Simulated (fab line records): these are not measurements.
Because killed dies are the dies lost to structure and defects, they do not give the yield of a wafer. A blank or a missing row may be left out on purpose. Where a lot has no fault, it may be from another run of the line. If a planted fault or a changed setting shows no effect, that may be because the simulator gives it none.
Which tool is to blame? :: flow sky130 :: 11 lots, 33 wafers sampled, at 5 steps of a route of 708

## WHAT THE GAUGES READ, wafer by wafer
SKY_POLY_GATE_THK_MEAS_01.
lot: L139
measured: day 14 02:53
on: filmMetro-04
POLY_GATE_CVD_00_THK (nm): 180.8 179.8 179.7

lot: L140
measured: day 14 04:34
on: filmMetro-04
POLY_GATE_CVD_00_THK (nm): 179.4 180.3 179.4

lot: L141
measured: day 14 14:19
on: filmMetro-02
POLY_GATE_CVD_00_THK (nm): 179.6 181.5 181.4

lot: L142
measured: day 14 22:30
on: filmMetro-02
POLY_GATE_CVD_00_THK (nm): 180.5 180.5 180.8

lot: L143
measured: day 15 03:29
on: filmMetro-01
POLY_GATE_CVD_00_THK (nm): 181.7 182.2 180.1

lot: L144
measured: day 15 15:58
on: filmMetro-04
POLY_GATE_CVD_00_THK (nm): 181.6 183.3 182.7

lot: L145
measured: day 16 01:40
on: filmMetro-04
POLY_GATE_CVD_00_THK (nm): 178.7 180.8 180.0

lot: L146
measured: day 16 07:36
on: filmMetro-02
POLY_GATE_CVD_00_THK (nm): 180.0 180.3 179.7

lot: L147
measured: day 16 16:49
on: filmMetro-02
POLY_GATE_CVD_00_THK (nm): 179.5 178.6 179.6

lot: L155
measured: day 19 18:22
on: filmMetro-04
POLY_GATE_CVD_00_THK (nm): 235.3 236.5 236.3 235.6 236.6 236.6

lot: L159
measured: day 20 22:22
on: filmMetro-01
POLY_GATE_CVD_00_THK (nm): 180.2 181.3 182.1

SKY_VIA1_THK_MEAS_01.
lot: L139
measured: day 32 19:07
on: filmMetro-04
VIA1_HDPCVD_THK (nm): 1035 1035 1038

lot: L140
measured: day 33 02:38
on: filmMetro-01
VIA1_HDPCVD_THK (nm): 1044 1024 1031

lot: L141
measured: day 33 06:26
on: filmMetro-01
VIA1_HDPCVD_THK (nm): 1024 1032 1031

lot: L142
measured: day 33 16:17
on: filmMetro-04
VIA1_HDPCVD_THK (nm): 1032 1045 1040

lot: L143
measured: day 34 06:20
on: filmMetro-02
VIA1_HDPCVD_THK (nm): 1027 1031 1038

lot: L144
measured: day 34 09:56
on: filmMetro-04
VIA1_HDPCVD_THK (nm): 1035 1035 1039

lot: L145
measured: day 35 00:39
on: filmMetro-02
VIA1_HDPCVD_THK (nm): 1032 1032 1030

lot: L146
measured: day 35 03:53
on: filmMetro-02
VIA1_HDPCVD_THK (nm): 1047 1035 1040

lot: L147
measured: day 35 09:59
on: filmMetro-04
VIA1_HDPCVD_THK (nm): 1036 1038 1023

lot: L159
measured: day 39 00:21
on: filmMetro-04
VIA1_HDPCVD_THK (nm): 1024 1024 1025

SKY_VIA1_BOW_MEAS_03.
lot: L139
measured: day 32 19:29
on: filmMetro-04
VIA1_BOW (um): 85 96 86

lot: L140
measured: day 33 03:01
on: filmMetro-02
VIA1_BOW (um): 80 77 81

lot: L141
measured: day 33 06:49
on: filmMetro-01
VIA1_BOW (um): 88 80 74

lot: L142
measured: day 33 16:38
on: filmMetro-04
VIA1_BOW (um): 79 82 79

lot: L143
measured: day 34 06:43
on: filmMetro-04
VIA1_BOW (um): 77 72 79

lot: L144
measured: day 34 10:18
on: filmMetro-04
VIA1_BOW (um): 87 77 82

lot: L145
measured: day 35 01:01
on: filmMetro-02
VIA1_BOW (um): 76 79 71

lot: L146
measured: day 35 04:14
on: filmMetro-02
VIA1_BOW (um): 75 80 67

lot: L147
measured: day 35 10:22
on: filmMetro-04
VIA1_BOW (um): 73 80 79

lot: L159
measured: day 39 04:18
on: filmMetro-01
VIA1_BOW (um): 74 75 74

## WHAT TOOL EACH LOT RAN ON (gives the tool, then ch and the chambers of the sampled wafers, and finally the start)
lot: L139
SKY_POLY_GATE_CVD_00: lpcvd-01 ch 0, day 14 01:40
SKY_METAL1_SPUTTER_04: pvdSputter-03, day 31 15:18

lot: L140
SKY_POLY_GATE_CVD_00: lpcvd-01 ch 0, day 14 03:21
SKY_METAL1_SPUTTER_04: pvdSputter-04, day 31 21:54

lot: L141
SKY_POLY_GATE_CVD_00: lpcvd-01 ch 0, day 14 13:06
SKY_METAL1_SPUTTER_04: pvdSputter-01, day 32 02:19

lot: L142
SKY_POLY_GATE_CVD_00: lpcvd-01 ch 1, day 14 21:18
SKY_METAL1_SPUTTER_04: pvdSputter-03, day 32 11:55

lot: L143
SKY_POLY_GATE_CVD_00: lpcvd-01 ch 0, day 15 02:17
SKY_METAL1_SPUTTER_04: pvdSputter-03, day 33 02:20

lot: L144
SKY_POLY_GATE_CVD_00: lpcvd-01 ch 1, day 15 14:46
SKY_METAL1_SPUTTER_04: pvdSputter-01, day 33 05:40

lot: L145
SKY_POLY_GATE_CVD_00: lpcvd-01 ch 0, day 15 23:52
SKY_METAL1_SPUTTER_04: pvdSputter-04, day 33 20:35

lot: L146
SKY_POLY_GATE_CVD_00: lpcvd-01 ch 0, day 16 05:48
SKY_METAL1_SPUTTER_04: pvdSputter-04, day 33 23:49

lot: L147
SKY_POLY_GATE_CVD_00: lpcvd-01 ch 1, day 16 15:36
SKY_METAL1_SPUTTER_04: pvdSputter-03, day 34 06:22

lot: L155
SKY_POLY_GATE_CVD_00: lpcvd-01 ch 1, day 19 17:10
SKY_METAL1_SPUTTER_04: -

lot: L159
SKY_POLY_GATE_CVD_00: lpcvd-01 ch 0, day 20 21:10
SKY_METAL1_SPUTTER_04: pvdSputter-01, day 37 21:47
- SKY_POLY_GATE_CVD_00: deposits poly-Si, target thk 180 nm, time 720 s.
- SKY_METAL1_SPUTTER_04: material TiN, target thk 70 nm, time 58.3 s.

## WHAT THE TOOLS THEMSELVES READ (means of the sampled wafers that have a number; where no wafer has one, the mark that the record gives instead)
SKY_POLY_GATE_CVD_00.
lot: L139
tool: lpcvd-01
spikeTcBottomC (C): 644.3
spikeTcCentreC (C): 621.2
spikeTcLowerC (C): 620.0
spikeTcTopC (C): 639.0
spikeTcUpperC (C): 617.9
susceptorTempC (C): 620.39

lot: L140
tool: lpcvd-01
spikeTcBottomC (C): 645.8
spikeTcCentreC (C): 621.2
spikeTcLowerC (C): 620.1
spikeTcTopC (C): 638.6
spikeTcUpperC (C): 619.4
susceptorTempC (C): 619.56

lot: L141
tool: lpcvd-01
spikeTcBottomC (C): 644.3
spikeTcCentreC (C): 620.5
spikeTcLowerC (C): 619.8
spikeTcTopC (C): 639.0
spikeTcUpperC (C): 618.0
susceptorTempC (C): 619.86

lot: L142
tool: lpcvd-01
spikeTcBottomC (C): 641.9
spikeTcCentreC (C): 619.2
spikeTcLowerC (C): 619.0
spikeTcTopC (C): 642.1
spikeTcUpperC (C): 618.2
susceptorTempC (C): 620.23

lot: L143
tool: lpcvd-01
spikeTcBottomC (C): 644.6
spikeTcCentreC (C): 620.2
spikeTcLowerC (C): 618.7
spikeTcTopC (C): 638.8
spikeTcUpperC (C): 618.1
susceptorTempC (C): 620.04

lot: L144
tool: lpcvd-01
spikeTcBottomC (C): 641.9
spikeTcCentreC (C): 619.9
spikeTcLowerC (C): 619.0
spikeTcTopC (C): 642.7
spikeTcUpperC (C): 617.5
susceptorTempC (C): 619.75

lot: L145
tool: lpcvd-01
spikeTcBottomC (C): 644.3
spikeTcCentreC (C): 622.2
spikeTcLowerC (C): 619.6
spikeTcTopC (C): 639.3
spikeTcUpperC (C): 619.0
susceptorTempC (C): 619.83

lot: L146
tool: lpcvd-01
spikeTcBottomC (C): 644.7
spikeTcCentreC (C): 621.0
spikeTcLowerC (C): 619.7
spikeTcTopC (C): 639.9
spikeTcUpperC (C): 618.6
susceptorTempC (C): 619.97

lot: L147
tool: lpcvd-01
spikeTcBottomC (C): 641.9
spikeTcCentreC (C): 619.2
spikeTcLowerC (C): 619.3
spikeTcTopC (C): 642.6
spikeTcUpperC (C): 618.7
susceptorTempC (C): 620.06

lot: L155
tool: lpcvd-01
spikeTcBottomC (C): 653.7
spikeTcCentreC (C): 631.5
spikeTcLowerC (C): 631.1
spikeTcTopC (C): 653.6
spikeTcUpperC (C): 629.8
susceptorTempC (C): 631.79

lot: L159
tool: lpcvd-01
spikeTcBottomC (C): 646.0
spikeTcCentreC (C): 620.0
spikeTcLowerC (C): 619.9
spikeTcTopC (C): 638.3
spikeTcUpperC (C): 617.6
susceptorTempC (C): 620.03

SKY_METAL1_SPUTTER_04.
lot: L139
tool: pvdSputter-03
throttleValvePct (%): 29.9

lot: L140
tool: pvdSputter-04
throttleValvePct (%): 30.2

lot: L141
tool: pvdSputter-01
throttleValvePct (%): 29.5

lot: L142
tool: pvdSputter-03
throttleValvePct (%): 30.7

lot: L143
tool: pvdSputter-03
throttleValvePct (%): 29.8

lot: L144
tool: pvdSputter-01
throttleValvePct (%): 30.8

lot: L145
tool: pvdSputter-04
throttleValvePct (%): 30.5

lot: L146
tool: pvdSputter-04
throttleValvePct (%): 30.0

lot: L147
tool: pvdSputter-03
throttleValvePct (%): 30.1

lot: L159
tool: pvdSputter-01
throttleValvePct (%): 30.6

## THE ANSWER, worked out from the rows above alone
Rule: the lots themselves supply what counts as usual. Put in order of their means at a reading, lots are off if they are a third of the lots or fewer, leave a main group of 4 or more, and stand apart from it by a gap of 3 or more times the standard deviation of the main group's means; of several such gaps the widest counts. A main group is skipped when, at the precision printed for the reading in the tables above, its means are all equal. Also off: a lot with no number at a reading for which 4 or more lots have one. Any other lot the step has rows for is counted as sound. Order of review: gauges by route order, followed by the tools' own readings, for which a lot's mean as printed above is used. At the first step where some lot is off, the reading lying furthest off is the one used; lots without a number count as furthest.
Off: at SKY_POLY_GATE_THK_MEAS_01 (POLY_GATE_CVD_00_THK), L155. Main group: mean 180.5 nm, sd 0.92.
If a tool, at a process step before that reading, ran all the lots that are off and no sound lot after the first of them, it fits. The gauges at SKY_POLY_GATE_THK_MEAS_01 aren't tried: what is off there is off at SKY_POLY_GATE_CVD_00 too, on other tools, and a gauge's error can't cause that. Not one of the candidates tried fits.

## WHAT HAD BEEN PUT IN BY THE SIMULATOR
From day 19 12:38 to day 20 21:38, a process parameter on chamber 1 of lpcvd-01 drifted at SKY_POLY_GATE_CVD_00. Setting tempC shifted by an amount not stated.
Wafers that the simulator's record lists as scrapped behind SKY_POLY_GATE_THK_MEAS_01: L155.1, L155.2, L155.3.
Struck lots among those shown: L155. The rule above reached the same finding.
